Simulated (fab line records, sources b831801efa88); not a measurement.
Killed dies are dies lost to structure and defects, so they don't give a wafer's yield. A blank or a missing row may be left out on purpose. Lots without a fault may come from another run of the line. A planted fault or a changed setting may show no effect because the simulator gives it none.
A struck lot beside a sound one | flow sky130 | 20 steps out of a route of 708
Sound: wafers L394.2, L394.5, L394.6. Struck: wafers L405.1, L405.3, L405.5. The cause comes at the end.
At each step with rows: each side's tool, then ch and its chambers, then its first start. Under that, the readings that differ: sound wafers | struck wafers | difference of the means | sigmas: that difference in standard deviations of wafers without a fault.
alike: readings whose means differ by less than 2 such deviations, and words and numbers that are the same on both sides. not compared: withheld readings, readings that some wafer has no value for, bounds like >300 that may hide the same value, and numbers for which the record gives no deviation and whose values overlap.
The two part at a step that has a row with sigmas, a row that says differs or no value, or rows on one side only. Numbers that don't overlap but have no deviation are shown without sigmas and don't part them. A reading that every wafer of one side lacks parts them only if that side has two wafers or more.

first, 6 steps without rows for these wafers: SKY_VT_ADJUST_PCH_HMDS_01 (prime time 60 s); SKY_VT_ADJUST_PCH_COAT_02 (resist thk 3000 nm); SKY_VT_ADJUST_PCH_SOFTBAKE_03; SKY_VT_ADJUST_PCH_EXPOSE_04 (exposes mask NWM, target cd 840 nm); SKY_VT_ADJUST_PCH_PEB_05; SKY_VT_ADJUST_PCH_DEVELOP_06 (develop time 60 s).
SKY_VT_ADJUST_PCH_OVL_MEAS_07:
  sound on overlay-01, day 12 06:23; struck on overlay-02, day 15 17:47
  alike: VT_ADJUST_PCH_OVL
then, 1 step without rows for these wafers: SKY_VT_ADJUST_PCH_IMPLANT_08.
SKY_VT_ADJUST_PCH_STRIP_09: strips in O2/N2.
  sound on plasma_asher-02 ch 0,1, day 12 06:34; struck on plasma_asher-02 ch 1, day 15 17:58
  alike: drypump_motor_current_A, oes_product_au, strip_time_to_endpoint_s
  not compared: rf_hours_counter_h
SKY_VT_ADJUST_PCH_TW_MEAS_10:
  sound on film_metro-01, day 12 06:41; struck on film_metro-04, day 15 18:04
  alike: VT_ADJUST_PCH_TW
then, 2 steps without rows for these wafers: SKY_SONOS_TUNNEL_DEHYDRATE_00 (time 60 s); SKY_SONOS_TUNNEL_HMDS_01 (prime time 60 s).
SKY_SONOS_TUNNEL_COAT_02: resist thk 1140 nm.
  sound on litho_track-01 ch 0, day 12 19:04; struck on litho_track-02 ch 0, day 16 07:44
  reading                                           | sound          | struck         | difference | sigmas
  model.NOVOLAK_of_SONOS_TUNNEL_COAT_02.thk_nm (nm) | 1136 1136 1137 | 1018 1018 1019 | -118       |
  alike: dispense_pressure_kPa
then, 3 steps without rows for these wafers: SKY_SONOS_TUNNEL_SOFTBAKE_03 (time 60 s); SKY_SONOS_TUNNEL_EXPOSE_04 (exposes mask TUNM, target cd 410 nm); SKY_SONOS_TUNNEL_PEB_05.
SKY_SONOS_TUNNEL_DEVELOP_06: develop time 62.18 s.
  sound on litho_track-01 ch 0, day 13 07:19; struck on litho_track-03 ch 0, day 16 22:20
  reading                                           | sound           | struck            | difference | sigmas
  model.NOVOLAK_of_SONOS_TUNNEL_COAT_02.thk_nm (nm) | 1136 1136 1137  | 1018 1017 1019    | -118       |
  model.SONOS_TUNNEL.cd_nm (nm)                     | 406.7 411 408.7 | 419.5 419.2 420.9 | +11.1      |
SKY_SONOS_TUNNEL_CD_MEAS_07: target cd 410 nm.
  sound on cd_sem-02, day 13 07:27; struck on cd_sem-01, day 16 22:29
  reading    | sound             | struck            | difference | sigmas
  cd_nm (nm) | 407.1 411.3 408.5 | 419.5 419.5 421.0 | +11.0      | +4
SKY_SONOS_TUNNEL_OVL_MEAS_08:
  sound on overlay-02, day 13 07:34; struck on overlay-01, day 16 22:36
  alike: SONOS_TUNNEL_OVL
SKY_PAD_OPEN_PROBE_99:
  the record has rows for the sound wafers here (prober-01, day 47 05:57) and none for the struck ones

WHERE THEY PART
First at SKY_SONOS_TUNNEL_CD_MEAS_07; last, within this record, at SKY_PAD_OPEN_PROBE_99.

WHY: what the simulator had put in
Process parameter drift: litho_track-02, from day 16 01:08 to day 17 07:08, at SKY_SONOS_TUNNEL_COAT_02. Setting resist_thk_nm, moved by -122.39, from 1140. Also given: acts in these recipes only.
